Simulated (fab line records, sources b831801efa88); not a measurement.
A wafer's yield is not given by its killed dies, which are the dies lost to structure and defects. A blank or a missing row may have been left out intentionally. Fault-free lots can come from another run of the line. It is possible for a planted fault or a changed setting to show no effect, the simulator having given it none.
Struck lot and sound lot, side by side :: flow gf180mcu :: 18 out of 602 route steps
Sound: these wafers, L980.2, L980.3, L980.4. Struck: wafers L981.3, L981.5. (L981.4 of the same lot was not struck and is left out.) The cause comes at the end.
Order at every step that has rows: each side's tool, ch and its chambers, its first start. Under that, the readings that differ: sound wafers :: struck wafers :: difference of the means :: sigmas: that difference in standard deviations of wafers without a fault.
alike: readings whose means differ by less than 2 such deviations, and words and numbers that are the same on both sides. not compared: withheld readings, readings that some wafer has no value for, bounds like >300 that may hide the same value, and numbers for which the record gives no deviation and whose values overlap.
A row with sigmas, a row that says differs or no value, or rows on one side alone: a step with any of these is where the two part. Non-overlapping numbers with no deviation appear without sigmas and do not part them. Lack of a reading on every wafer of one side parts them only where that side has two or more wafers.

first, 3 steps without rows for these wafers: GF_V4_EXPOSE_11 (exposes mask Via4, target cd 260 nm); GF_V4_PEB_12 (peb time 90 s); GF_V4_DEVELOP_13 (develop time 60 s).
GF_V4_CD_MEAS_14: the cd target is 260 nm.
  sound: cd sem-02 at day 26 21:08; struck: cd sem-01 at day 27 04:45
  alike: cd nm
GF_V4_OVL_MEAS_15:
  sound: overlay-02 at day 26 21:14; struck: overlay-01 at day 27 04:51
  alike: V4_OVL
GF_V4_ETCH_16: etches BARC in N2/H2.
  sound on rie diel-02 ch 1,2,3, day 26 21:16; struck on rie diel-02 ch 0,3, day 27 04:52
  alike: drypump motor current A, oes product au, rf fwd power W, throttle valve pct
GF_V4_ETCH_17: etches SiO2 in C4F8/O2/Ar, stops on TiN, target depth 630 nm.
  sound: rie diel-02 ch 1,2,3; struck: rie diel-02 ch 0,3
  alike: oes product au, rf fwd power W
GF_V4_STRIP_18: strips in O2/N2.
  sound on plasma asher-01 ch 0,1, day 26 21:24; struck on plasma asher-01 ch 0,1, day 27 05:02
  alike: drypump motor current A, heater power w, oes product au
  not compared: rf hours counter h
then, 2 steps without rows for these wafers: GF_V4_STRIP_19 (strips in post etch residue remover, time 1200 s); GF_V4_CLEAN_20 (cleans in DIW).
GF_V4_SPUTTER_21: material Ti, target thk 15 nm, time 80.02 s.
  sound: pvd sputter-02 at day 26 21:56; struck: pvd sputter-04 at day 27 05:34
  alike: throttle valve pct
GF_V4_SPUTTER_22: material TiN, target thk 10 nm, time 40 s.
  sound: pvd sputter-02 at day 26 22:00; struck: pvd sputter-04 at day 27 05:37
  alike: throttle valve pct
GF_V4_CVD_23: deposits W, target thk 350 nm, time 104.9 s.
  sound on cvd w-02 ch 0,1, day 26 22:02; struck on cvd w-02 ch 0, day 27 05:42
reading: model.W_of_V4_CVD_23.thk nm (nm)
sound: 345.5 356.4 346.1
struck: 477.4 475.7
difference: +127.2
sigmas: 
  alike: heater power w
GF_V4_RS_MEAS_24: uses a four-point probe to measure.
  sound: film metro-02 at day 26 22:10; struck: film metro-01 at day 27 05:49
reading: V4_W_RS (ohm/sq)
sound: 0.331 0.321 0.331
struck: 0.240 0.240
difference: -0.088
sigmas: -22
GF_V4_THK_MEAS_25: measures by xrf.
  sound: film metro-02 at day 26 22:17; struck: film metro-01 at day 27 05:55
reading: V4_W_THK (nm)
sound: 357 370 360
struck: 494 489
difference: +129
sigmas: +22
GF_V4_CMP_26: polishes, stops on SiO2, t overpolish 15 s, target thk 0 nm.
  sound on cmp-02 ch 0,2,3, day 26 22:20; struck on cmp-02 ch 0,3, day 27 05:57
reading: time to endpoint s (s)
sound: 82 77 85
struck: 105 116
difference: +29
sigmas: +7
  alike: motor current A, platen rpm, slurry filter dp kPa
then, 1 step without rows for these wafers: GF_MIM_SPUTTER_00 (material Ti, target thk 37.5 nm, time 150 s).
GF_PASSIVATION_PROBE_99:
  the record has rows for the sound wafers here (prober-02, day 31 05:48) and none for the struck ones

== WHERE THEY PART ==
At GF_V4_RS_MEAS_24 first; at GF_PASSIVATION_PROBE_99 last (within this record only).

WHY: what had been put in by the simulator
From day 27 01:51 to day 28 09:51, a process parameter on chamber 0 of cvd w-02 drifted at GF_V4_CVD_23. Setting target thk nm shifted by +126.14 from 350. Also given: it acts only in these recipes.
